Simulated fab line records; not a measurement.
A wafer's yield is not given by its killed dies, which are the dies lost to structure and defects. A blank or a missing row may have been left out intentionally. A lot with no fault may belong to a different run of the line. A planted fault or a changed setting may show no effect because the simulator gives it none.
Code-filled problem report in 8D (eight disciplines) form :: flow sky130 :: the parts of the form that need people (team, actions taken, sign-off) are left out

1. THE ISSUE
killedAtFrontEnd at SKY_PAD_OPEN_PROBE_99 reads a mean of 418 on 6 wafers of 2 lots; wafers without a fault read 15 with a standard deviation of 4. That is +99 or more standard deviations from the usual mean.
First observed at day 49 00:10: wafer L481.1, on prober-02. Wafers with a number at this step in the record: 9, from 3 lots. The rule behind "out" and "out of limits": a value lying over 4 standard deviations away from the usual mean. The rest of the wafers with a number are treated as sound.

2. WHAT IT IS, WHAT IT ISN'T
question: which readings at this step
is: killedAtFrontEnd, killedDies, killedOnRim
is not: killed_at_M0_to_M3, killed_at_M4_up, killedShort

question: which lots
is: L481, L483
is not: L488

question: which wafers of those lots
is: all that have a number
is not: -

question: read on which tools
is: prober-01, prober-02
is not: -

question: when
is: from day 49 00:10
is not: up to then (0 sound wafers); but 3 sound wafers of L488 came after

3. SUSPECTS, AND WHAT RULES EACH OUT
Counting: a tool at any process step up to the reading remains a suspect when it ran all the lots that are out and ran no sound lot after the first of those.
- wetBench-03 at SKY_SONOS_TUNNEL_STRIP_11 (strips in SPM, time 600 s): kept. It ran every lot that is out, first L481 (day 15 14:14), and no sound lot after that.
Remaining after the count: wetBench-03 at SKY_SONOS_TUNNEL_STRIP_11.

4. THE CAUSE (what the simulator had put in)
Step skipped in full: wetBench-03, at SKY_SONOS_TUNNEL_STRIP_11, from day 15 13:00 onward. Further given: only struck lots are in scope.
Only this tool survived the counting.

5. SEQUENCE OF EFFECTS, ordered by route
Rows list readings where the struck wafers' mean (over those with a number) sits beyond 3 standard deviations from the usual. Only readings whose record carries a usual standard deviation are examined. hours: median over the lots of the time between each lot's start at the first step of this table that gives one and its start at this step. sigmas: the change, counted in usual standard deviations.
hours: 0
step: SKY_PAD_OPEN_PROBE_99
reading: killedAtFrontEnd
usual: 15
on struck wafers: 418
change: +403
sigmas: +99 or more

hours: 0
step: SKY_PAD_OPEN_PROBE_99
reading: killedDies
usual: 87
on struck wafers: 492
change: +405
sigmas: +44

hours: 0
step: SKY_PAD_OPEN_PROBE_99
reading: killedOnRim
usual: 17
on struck wafers: 96
change: +79
sigmas: +20
Here are the process steps it includes:
- SKY_PAD_OPEN_PROBE_99
Readings that are blank on the struck wafers while sound wafers have them: bathGuardTempC at SKY_SONOS_TUNNEL_STRIP_11; bathHeatDutyPct at SKY_SONOS_TUNNEL_STRIP_11.

6. WHAT WOULD HAVE CAUGHT IT SOONER
The fault began at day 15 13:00; the first out-of-limits reading in this record came at day 49 00:10, 803 hours later.
At SKY_SONOS_TUNNEL_STRIP_11 the tool's readings are blank on the struck wafers, where sound wafers have them: an empty tool record is the first sign, and it was there at once.
By day 49 00:10, every lot that is out (2) had started SKY_SONOS_TUNNEL_STRIP_11 on wetBench-03. None of them would have been spared by holding the tool at that moment.
